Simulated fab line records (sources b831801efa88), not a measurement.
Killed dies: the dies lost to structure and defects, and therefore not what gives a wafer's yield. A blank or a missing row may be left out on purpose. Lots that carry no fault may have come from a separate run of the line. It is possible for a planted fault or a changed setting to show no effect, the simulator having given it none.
Chamber matching -- flow gf180mcu -- GF_V4_CMP_04 on cmp-02 has 4 sister chambers
The step polishes SiO2. 8 wafers are shown with their chamber, then 7 later ones without.

## WAFERS PAIRED WITH THEIR CHAMBERS
wafer,chamber,motor-current-A (A),time-to-endpoint-s (s)
L519.5,3,13.3,91
L519.6,0,13.6,84
L522.3,3,12.4,82
L522.4,0,14.3,86
L522.5,1,13.0,76
L523.6,2,14.9,86
L532.1,2,14.6,83
L532.4,1,14.4,80

## WAFERS MISSING THEIR CHAMBER
wafer,motor-current-A (A),time-to-endpoint-s (s)
L532.6,13.6,80
L534.2,13.4,84
L534.4,13.9,90
L534.5,13.7,85
L536.1,12.7,87
L536.2,14.2,84
L536.5,12.5,93

## WHICH CHAMBER EACH WENT THROUGH
wafer,from the rows above,in truth
L532.6,can't be placed: 1 or 0 or 3 or 2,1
L534.2,can't be placed: 0 or 3 or 1 or 2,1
L534.4,can't be placed: 0 or 3 or 2 or 1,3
L534.5,can't be placed: 0 or 3 or 2 or 1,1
L536.1,can't be placed: 3 or 0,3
L536.2,can't be placed: 0 or 2 or 1 or 3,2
L536.5,can't be placed: 3 or 0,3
Correctly placed: 0 of 7. Not placeable from these rows: 7 (in 7, the candidates include the true chamber). Wrongly placed: 0.
How it was worked out, from the rows above alone: a wafer's distance from a chamber is the root of the sum, over the readings, of the square of ((its reading less the chamber's mean) divided by the reading's scatter). If the next closest chamber is less than 2 further off than the closest, the wafer can't be placed; otherwise it belongs to the closest. For every chamber, the mean is computed from those of its wafers that are shown. The scatter: take each reading less its chamber's mean, square it, sum over the shown wafers, divide by the number of wafers less the number of chambers, and take the root.
